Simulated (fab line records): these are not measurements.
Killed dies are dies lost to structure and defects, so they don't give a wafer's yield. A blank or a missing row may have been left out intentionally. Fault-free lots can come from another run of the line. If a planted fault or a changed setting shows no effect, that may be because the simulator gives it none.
Which of the tools did it?    flow sky130    7 lots, 21 wafers sampled, at 2 steps of a route of 708

WHAT THE GAUGES READ, wafer by wafer
SKY_VIA4_BOW_MEAS_03.
lot   measured      on            VIA4_BOW (um)
L991  day 43 18:11  filmMetro-02  78 78 85
L993  day 44 00:20  filmMetro-04  73 77 70
L994  day 44 05:35  filmMetro-03  87 89 80
L996  day 45 11:47  filmMetro-04  73 71 68
L101  day 45 15:20  filmMetro-04  81 69 81
L104  day 46 11:55  filmMetro-03  77 71 85
L109  day 47 14:52  filmMetro-02  93 89 85

TOOL THAT RAN EACH LOT (tool first, then ch and the chambers of the sampled wafers, then the start)
lot   SKY_METAL2_CLEAN_23
L991  wetBench-02 ch 3, day 37 06:21
L993  wetBench-02 ch 0, day 37 13:16
L994  wetBench-04 ch 2, day 37 19:31
L996  wetBench-02 ch 0, day 39 05:19
L101  wetBench-02 ch 0, day 39 14:15
L104  wetBench-04 ch 0, day 40 12:13
L109  wetBench-01 ch 0, day 41 19:27
- SKY_METAL2_CLEAN_23: cleans in O3/DIW.

THE ANSWER, worked out from the rows above alone
Rule: what is usual is taken from the lots themselves. Put in order of their means at a reading, lots are off if they are a third of the lots or fewer, leave a main group of 4 or more, and stand apart from it by a gap of 3 or more times the standard deviation of the main group's means; of several such gaps the widest counts. Not used: any main group whose means are identical at the precision the tables above print for the reading. A lot without any number at a reading at which 4 lots or more have one is off too. Where the step has rows for the other lots, those lots are counted as sound.
No lot is off at any reading shown: from this, nothing can be told.

WHAT THE SIMULATOR PUT IN
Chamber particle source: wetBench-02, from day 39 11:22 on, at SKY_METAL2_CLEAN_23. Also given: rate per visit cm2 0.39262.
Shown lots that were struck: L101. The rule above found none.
